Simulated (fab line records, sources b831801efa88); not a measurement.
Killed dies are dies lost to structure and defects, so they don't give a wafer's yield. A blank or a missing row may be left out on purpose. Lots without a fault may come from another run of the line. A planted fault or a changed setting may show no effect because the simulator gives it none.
fab line records | flow sky130
record lots=9 wafers=27 last_day=49
route steps=708 shown CAP2M@616 VIA4@651 METAL5@663 PAD_OPEN@708
lots that met no fault: from a run of the same line without faults
start_h: hours from the record's first day to the start of the lot's first wafer shown | wait_h: hours since the lot's step before | " the same as in the row above | L1.1+2: a row that stands for several wafers | - no value, or no start given | * or withheld: withheld | < > ~ a bound
route shown NAME@n: a module of which the file shows steps, and the number in the route of the first | usual: mean/standard deviation of fault-free wafers | same: alike in all rows | chamber/n: place in a boat | sites: the reading at each site | _std_site: their standard deviation | _edge_site: outer sites' mean less inner sites' | radius_mm: how far each site lies from the wafer's centre | mask NAME#n: copy n | behind: the tool/chamber that last shaped the wafer | hold: why the lot was held/for how many hours/how that ended | device: the transistor (n, p or np) that didn't switch | end of line: the same wafers' tests at the end of the route | a step without rows: its recipe alone | killed: dies lost to structure and defects at the first sort, not the wafer's yield | map: a wafer's dies, x killed, . not, _ none there
set.NAME: the setting as run; set.NAME@STEP: as run at that earlier step | model.NAME: the simulator's own value behind a step, which no gauge read
steps of the route over a sample of lots; a table a step, a row a wafer
services: from which hour (start_h, from the record's first day; less than 0 if before it) a tool's chamber was out of use, for how many hours, and why
## steps
# step SKY_CAP2M_METAL_ETCH_13
# recipe target_depth_nm=220 stop_on=SiO2 chemistry=Cl2/BCl3 target=TiN pressure_mtorr=10 icp_w=900 bias_w=48.5 Cl2_flow_sccm=60 bcl3_flow_sccm=30 time_s=62.9
# usual bias_w=48.50/0.13 drypump_motor_current_A=5.9/0.43 oes_product_au=0.943/0.0077 throttle_valve_pct=21.900/0.0099
# columns lot.wafer tool chamber start_h wait_h bias_w drypump_motor_current_A oes_product_au rf_hours_counter_h throttle_valve_pct
L630.1 rie_metal-02 0 961.68 0.0 48.43 6.2 0.947 12 21.889
L630.2 " 1 " " 48.46 5.1 0.952 1 21.886
L630.4 " 0 " " 48.44 6.2 0.945 - 21.907
L633.1 rie_metal-01 0 977.46 0.0 48.37 6.3 0.944 13 21.898
L633.3 " 0 " " 48.31 6.3 0.943 - 21.896
L633.6 " 0 " " 48.33 6.3 0.942 - 21.887
L635.1 rie_metal-01 0 992.78 0.0 48.32 6.3 0.935 14 21.894
L635.3 " 0 " " 48.52 6.3 0.947 - 21.883
L635.4 " 1 " " 48.44 5.5 0.940 - 21.903
L636.2 rie_metal-01 1 1003.63 0.0 48.29 5.5 0.935 13 21.894
L636.4 " 0 " " 48.65 6.3 0.935 - 21.911
L636.6 " 1 " " 48.49 5.5 0.945 - 21.908
L644.1 rie_metal-02 0 1061.26 0.0 48.47 6.2 0.945 18 21.891
L644.3 " 0 " " 48.53 6.2 0.950 - 21.906
L644.5 " 0 " " 48.55 6.2 0.954 - 21.887
L645.1 rie_metal-01 1 1065.26 0.0 48.55 5.5 0.926 16 21.895
L645.3 " 1 " " 48.38 5.5 0.929 - 21.895
L645.6 " 0 " " 48.50 6.3 0.934 - 21.893
L646.3 rie_metal-01 0 1069.35 0.0 48.51 6.3 0.935 - 21.890
L646.5 " 1 " " 48.27 5.5 0.950 - 21.900
L646.6 " 0 " " 48.65 6.3 0.944 - 21.884
L647.1 rie_metal-02 1 1073.81 0.0 48.44 5.1 0.946 8 21.902
L647.2 " 0 " " 48.68 6.2 0.928 19 21.923
L647.5 " 0 " " 48.57 6.3 0.949 - 21.891
L648.2 rie_metal-03 1 1081.26 0.0 48.46 6.2 0.937 17 21.918
L648.5 " 1 " " 48.60 6.2 0.935 - 21.910
L648.6 " 0 " " 48.72 5.7 0.933 - 21.908
# step SKY_VIA4_ETCH_12
# recipe target=SiO2 chemistry=C4F8/O2/Ar stop_on=TiN mask_material=NOVOLAK source_w=1500 bias_w=1200 pressure_mtorr=40 c4f8_flow_sccm=withheld O2_flow_sccm=6 Ar_flow_sccm=300 time_s=withheld target_depth_a=5800
# usual bias_w=1200/3.6 oes_product_au=0.926/0.0052
# columns lot.wafer tool chamber start_h wait_h bias_w oes_product_au
L630.1 rie_diel-01 0 1011.02 0.0 1191 0.932
L630.2 " 2 " " 1202 0.930
L630.4 " 1 " " 1204 0.931
L633.1 rie_diel-01 2 1025.22 0.0 1203 0.929
L633.3 " 3 " " 1200 0.928
L633.6 " 2 " " 1208 0.919
L635.1 rie_diel-02 0 1041.43 0.0 1193 0.919
L635.3 " 1 " " 1196 0.926
L635.4 " 2 " " 1201 0.920
L636.2 rie_diel-04 1 1050.92 0.0 1204 0.927
L636.4 " 3 " " 1201 0.931
L636.6 " 3 " " 1201 0.920
L644.1 rie_diel-02 0 1104.73 0.0 1192 0.926
L644.3 " 2 " " 1202 0.927
L644.5 " 3 " " 1198 0.924
L645.1 rie_diel-02 3 1108.82 0.0 1200 0.931
L645.3 " 0 " " 1193 0.930
L645.6 " 2 " " 1200 0.921
L646.3 rie_diel-01 0 1112.82 0.0 1204 0.922
L646.5 " 3 " " 1200 0.920
L646.6 " 0 " " 1206 0.933
L647.1 rie_diel-02 2 1115.58 0.0 1201 0.920
L647.2 " 1 " " 1203 0.941
L647.5 " 1 " " 1201 0.929
L648.2 rie_diel-02 3 1122.38 0.0 1204 0.923
L648.5 " 1 " " 1197 0.925
L648.6 " 2 " " 1206 0.923
# step SKY_METAL5_SPUTTER_02
# recipe material=AlCu target_thk_nm=1150 power_w=10600 time_s=61.2 chamber_pressure_pa=0.4
# usual throttle_valve_pct=30.2/1.4
# columns lot.wafer tool chamber start_h wait_h throttle_valve_pct
L630.1 pvd_sputter-03 - 1012.60 0.0 30.9
L630.2 " - " " 31.7
L630.4 " - " " 27.1
L633.1 pvd_sputter-04 - 1026.63 0.0 30.4
L633.3 " - " " 29.9
L633.6 " - " " 30.5
L635.1 pvd_sputter-04 - 1042.83 0.0 30.5
L635.3 " - " " 32.3
L635.4 " - " " 30.3
L636.2 pvd_sputter-03 - 1053.11 0.0 30.8
L636.4 " - " " 31.5
L636.6 " - " " 31.2
L644.1 pvd_sputter-01 - 1106.14 0.0 30.1
L644.3 " - " " 28.8
L644.5 " - " " 29.4
L645.1 pvd_sputter-04 - 1110.83 0.0 31.9
L645.3 " - " " 30.4
L645.6 " - " " 30.3
L646.3 pvd_sputter-03 - 1114.82 0.0 31.0
L646.5 " - " " 31.4
L646.6 " - " " 29.3
L647.1 pvd_sputter-04 - 1117.51 0.0 30.2
L647.2 " - " " 30.3
L647.5 " - " " 31.9
L648.2 pvd_sputter-04 - 1124.22 0.0 30.3
L648.5 " - " " 30.0
L648.6 " - " " 30.5
# step SKY_METAL5_RS_MEAS_05
# recipe thk_meas_gauge=four-point-probe reads=TiN_of_METAL5_SPUTTER_04+Ti_of_METAL5_SPUTTER_03+AlCu_of_METAL5_SPUTTER_02+TiN_of_METAL5_SPUTTER_01+Ti_of_METAL5_SPUTTER_00
# usual METAL5_ALCU_RS=0.0271/0.00033
# columns lot.wafer tool chamber start_h wait_h METAL5_ALCU_RS[ohm/sq]
L630.1 film_metro-01 - 1012.75 0.1 0.0270
L630.2 " - " " 0.0269
L630.4 " - " " 0.0270
L633.1 film_metro-03 - 1026.75 0.0 0.0271
L633.3 " - " " 0.0270
L633.6 " - " " 0.0273
L635.1 film_metro-02 - 1042.95 0.0 0.0274
L635.3 " - " " 0.0278
L635.4 " - " " 0.0272
L636.2 film_metro-01 - 1053.25 0.0 0.0269
L636.4 " - " " 0.0269
L636.6 " - " " 0.0268
L644.1 film_metro-03 - 1106.26 0.0 0.0267
L644.3 " - " " 0.0264
L644.5 " - " " 0.0263
L645.1 film_metro-03 - 1110.94 0.0 0.0271
L645.3 " - " " 0.0269
L645.6 " - " " 0.0271
L646.3 film_metro-03 - 1114.98 0.1 0.0271
L646.5 " - " " 0.0300
L646.6 " - " " 0.0267
L647.1 film_metro-01 - 1117.62 0.0 0.0275
L647.2 " - " " 0.0275
L647.5 " - " " 0.0279
L648.2 film_metro-02 - 1124.36 0.0 0.0271
L648.5 " - " " 0.0271
L648.6 " - " " 0.0271
# step SKY_METAL5_THK_MEAS_06
# recipe thk_meas_gauge=xrf reads=AlCu_of_METAL5_SPUTTER_02
# usual METAL5_ALCU_THK=1151/14
# columns lot.wafer tool chamber start_h wait_h METAL5_ALCU_THK[nm]
L630.1 film_metro-01 - 1012.87 0.1 1151
L630.2 " - " " 1162
L630.4 " - " " 1149
L633.1 film_metro-03 - 1026.87 0.1 1156
L633.3 " - " " 1158
L633.6 " - " " 1148
L635.1 film_metro-02 - 1043.07 0.1 1147
L635.3 " - " " 1128
L635.4 " - " " 1154
L636.2 film_metro-01 - 1053.36 0.1 1167
L636.4 " - " " 1160
L636.6 " - " " 1164
L644.1 film_metro-03 - 1106.38 0.1 1159
L644.3 " - " " 1177
L644.5 " - " " 1181
L645.1 film_metro-03 - 1111.06 0.1 1144
L645.3 " - " " 1151
L645.6 " - " " 1147
L646.3 film_metro-03 - 1115.08 0.1 1145
L646.5 " - " " 1043
L646.6 " - " " 1159
L647.1 film_metro-01 - 1117.74 0.1 1127
L647.2 " - " " 1137
L647.5 " - " " 1119
L648.2 film_metro-02 - 1124.47 0.1 1166
L648.5 " - " " 1166
L648.6 " - " " 1168
# step SKY_METAL5_METAL_ETCH_15
# recipe target_depth_a=12600 stop_on=SiO2 over_etch_frac=0.2 time_s=252 chemistry=Cl2/BCl3 resist_sidewall_deg=86 pressure_mtorr=10 icp_w=900 bias_w=48.5 Cl2_flow_sccm=60 bcl3_flow_sccm=30
# usual bias_w=48.51/0.15 drypump_motor_current_A=5.8/0.34 oes_product_au=0.894/0.0049 throttle_valve_pct=22.264/0.0094
# columns lot.wafer tool chamber start_h wait_h bias_w drypump_motor_current_A oes_product_au rf_hours_counter_h throttle_valve_pct
L630.1 rie_metal-01 0 1035.53 0.0 48.47 6.3 0.897 16 22.272
L630.2 " 1 " " 48.52 5.5 0.888 14 22.279
L630.4 " 1 " " 48.60 5.5 0.899 - 22.247
L633.1 rie_metal-03 0 1048.63 0.0 48.37 5.8 0.891 14 22.266
L633.3 " 0 " " 48.59 5.8 0.886 - 22.265
L633.6 " 0 " " 48.50 5.8 0.892 - 22.265
L635.1 rie_metal-04 0 1064.53 0.0 48.48 5.7 0.900 15 22.268
L635.3 " 1 " " 48.62 5.4 0.898 - 22.257
L635.4 " 0 " " 48.46 5.7 0.883 - 22.268
L636.2 rie_metal-03 0 1074.43 0.0 48.59 5.8 0.890 15 22.269
L636.4 " 1 " " 48.66 6.2 0.898 - 22.240
L636.6 " 1 " " 48.67 6.2 0.893 - 22.266
L644.1 rie_metal-03 0 1125.51 0.0 48.33 5.7 0.903 19 22.266
L644.3 " 0 " " 48.08 5.7 0.888 - 22.268
L644.5 " 0 " " 48.48 5.8 0.896 - 22.266
L645.1 rie_metal-04 1 1128.83 0.0 48.33 5.4 0.897 25 22.247
L645.3 " 0 " " 48.45 5.7 0.897 - 22.267
L645.6 " 0 " " 48.29 5.7 0.897 - 22.272
L646.3 rie_metal-01 1 1134.01 0.1 48.57 5.5 0.899 - 22.266
L646.5 " 0 " " 48.30 6.3 0.859 - 22.253
L646.6 " 1 " " 48.40 5.5 0.900 - 22.265
L647.1 rie_metal-04 1 1137.14 0.0 48.66 5.4 0.898 26 22.258
L647.2 " 0 " " 48.52 5.7 0.895 22 22.252
L647.5 " 0 " " 48.70 5.7 0.890 - 22.268
L648.2 rie_metal-01 1 1141.68 0.0 48.47 5.5 0.890 21 22.252
L648.5 " 0 " " 48.47 6.3 0.892 - 22.272
L648.6 " 1 " " 48.51 5.5 0.896 - 22.261
# step SKY_METAL5_STRIP_16
# recipe chemistry=O2/N2 power_w=1400 pressure_mtorr=1500 platen_temp_c=withheld o2_flow_sccm=3000 n2_flow_sccm=300 overash_fraction=0.5
# usual drypump_motor_current_A=5.6/0.42 oes_product_au=0.710/0.0049 strip_time_to_endpoint_s=13.08/0.11
# columns lot.wafer tool chamber start_h wait_h drypump_motor_current_A oes_product_au rf_hours_counter_h strip_time_to_endpoint_s
L630.1 plasma_asher-02 0 1035.76 0.2 5.1 0.715 55 13.08
L630.2 " 1 " " 5.0 0.712 55 13.04
L630.4 " 0 " " 5.1 0.711 - 13.10
L633.1 plasma_asher-03 0 1048.86 0.2 5.5 0.714 120 12.77
L633.3 " 0 " " 5.5 0.718 - 12.81
L633.6 " 0 " " 5.5 0.711 - 12.81
L635.1 plasma_asher-04 0 1064.76 0.2 5.5 0.705 96 13.06
L635.3 " 1 " " 5.5 0.718 - 13.16
L635.4 " 0 " " 5.5 0.711 - 13.07
L636.2 plasma_asher-04 1 1074.66 0.2 5.5 0.726 98 12.89
L636.4 " 0 " " 5.6 0.709 - 12.95
L636.6 " 0 " " 5.6 0.705 - 13.15
L644.1 plasma_asher-04 0 1125.74 0.2 5.5 0.706 102 12.86
L644.3 " 1 " " 5.5 0.717 - 12.93
L644.5 " 1 " " 5.6 0.707 - 12.95
L645.1 plasma_asher-02 0 1129.06 0.2 5.1 0.711 64 13.09
L645.3 " 1 " " 5.0 0.713 - 13.07
L645.6 " 0 " " 5.1 0.707 - 13.04
L646.3 plasma_asher-04 1 1134.20 0.1 5.5 0.713 - 13.31
L646.5 " 0 " " 5.6 0.703 - 13.26
L646.6 " 1 " " 5.5 0.706 - 13.26
L647.1 plasma_asher-04 0 1137.45 0.2 5.6 0.713 103 13.15
L647.2 " 1 " " 5.5 0.709 103 13.11
L647.5 " 1 " " 5.5 0.707 - 13.06
L648.2 plasma_asher-04 0 1141.91 0.2 5.6 0.701 104 12.98
L648.5 " 1 " " 5.5 0.704 - 13.02
L648.6 " 0 " " 5.5 0.704 - 13.03
# step SKY_PAD_OPEN_PROBE_99
# usual defect_limited_yield=82.1/2 killed_at_M0_to_M3=44/7.8 killed_at_M4_up=3.1/1.7 killed_at_contacts=25/5.1 killed_at_front_end=15/4.4 killed_at_other=0.5/0.68 killed_dies=88/9.9 killed_open=48/6.9 killed_short=39/6.5 sort_bin_3_pad_short=0.8/0.42 sort_bin_5_function=10.6/1.5 sort_bin_6_memory=6.5/1.2 sort_n_pass=404/9.9 sort_yield_pct=82.1/2
# same gross_dies=492 killed_at_back_side=0 sort_bin_4_leakage[%]=0 sort_bin_8_speed[%]=0
# columns lot.wafer tool chamber start_h wait_h defect_limited_yield[%] killed_at_M0_to_M3 killed_at_M4_up killed_at_contacts killed_at_front_end killed_at_other killed_dies killed_open killed_short sort_bin_3_pad_short[%] sort_bin_5_function[%] sort_bin_6_memory[%] sort_n_pass sort_yield_pct[%]
L644.1 prober-01 - 1163.81 0.1 80.1 55 2 21 18 2 98 49 48 0.8 10.2 8.9 394 80.1
L644.3 prober-01 - 1163.91 0.2 81.1 41 4 30 18 0 93 50 43 0.2 11.0 7.7 399 81.1
L644.5 prober-01 - 1164.01 0.2 79.1 47 5 30 21 0 103 54 49 0.4 12.0 8.5 389 79.1
# killed by level:class
L644.1 VIA1:geometric_particle:open=10 CONTACT:geometric_particle:short=7 CONTACT:geometric_particle:open=7 VIA1:geometric_particle:short=7 VIA3:geometric_particle:open=7 POLY_GATE:geometric_particle:open=5 METAL2:geometric_particle:short=5 VIA3:geometric_particle:short=5
L644.3 CONTACT:geometric_particle:open=12 VIA1:geometric_particle:open=9 VIA2:geometric_particle:open=8 POLY_GATE:geometric_particle:short=7 LI_CONTACT:geometric_particle:short=6 VIA1:geometric_particle:short=6 LI_CONTACT:geometric_particle:open=5 VIA3:geometric_particle:open=5
L644.5 CONTACT:geometric_particle:open=11 VIA1:geometric_particle:open=11 LI_CONTACT:geometric_particle:open=9 METAL2:geometric_particle:short=8 VIA1:geometric_particle:short=6 FIELD_ISO:geometric_particle:short=5 CONTACT:geometric_particle:short=5 VIA2:geometric_particle:open=5
## services
# columns tool chamber start_h hours kind
plasma_asher-02 - 940.98 28.1 pm
rie_metal-01 - 941.23 1.4 pm
pvd_sputter-01 - 943.68 4.6 repair
rie_diel-04 3 973.90 9.4 repair
plasma_asher-02 - 975.63 8.1 repair
rie_diel-04 2 976.58 4.3 repair
rie_diel-01 2 980.02 3.1 repair
rie_diel-04 - 981.74 0.4 repair
pvd_sputter-03 - 986.14 23.3 repair
plasma_asher-04 - 990.86 10.1 repair
pvd_sputter-04 - 1000.32 8.0 repair
rie_diel-02 1 1001.89 4.4 repair
rie_diel-01 - 1009.36 0.3 repair
plasma_asher-02 - 1019.92 0.5 repair
plasma_asher-03 - 1029.72 0.8 repair
rie_diel-01 2 1031.87 7.1 repair
rie_metal-01 - 1050.62 2.8 pm
rie_diel-01 0 1060.01 3.4 repair
rie_metal-03 - 1088.90 0.5 repair
rie_metal-02 - 1093.19 1.4 pm
plasma_asher-04 - 1095.76 1.4 repair
plasma_asher-04 - 1116.10 4.3 repair
rie_metal-01 0 1122.71 5.1 repair
rie_diel-02 0 1131.70 22.4 repair
## key
first_sign step=SKY_METAL5_RS_MEAS_05 reading=METAL5_ALCU_RS direction=up sigmas=8.7 usual=0.0271 struck=0.0300
effect step=SKY_METAL5_THK_MEAS_06 reading=METAL5_ALCU_THK direction=down sigmas=7.9 usual=1151 struck=1043
effect step=SKY_METAL5_METAL_ETCH_15 reading=oes_product_au direction=down sigmas=7.2 usual=0.894 struck=0.859
met_at SKY_METAL5_SPUTTER_02
struck_lots L646
struck_wafers L646.5
not_acting_at SKY_CAP2M_METAL_ETCH_13,SKY_VIA4_ETCH_12,SKY_METAL5_STRIP_16
onset_between 1053.11 1114.82
fault kind=process_parameter_drift tool=pvd_sputter-03 chamber=- onset_h=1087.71 steps=SKY_METAL5_SPUTTER_02 channel=time_s offset=* shape=step end_h=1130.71 acts_in=* stated=* scope=struck_wafers_only
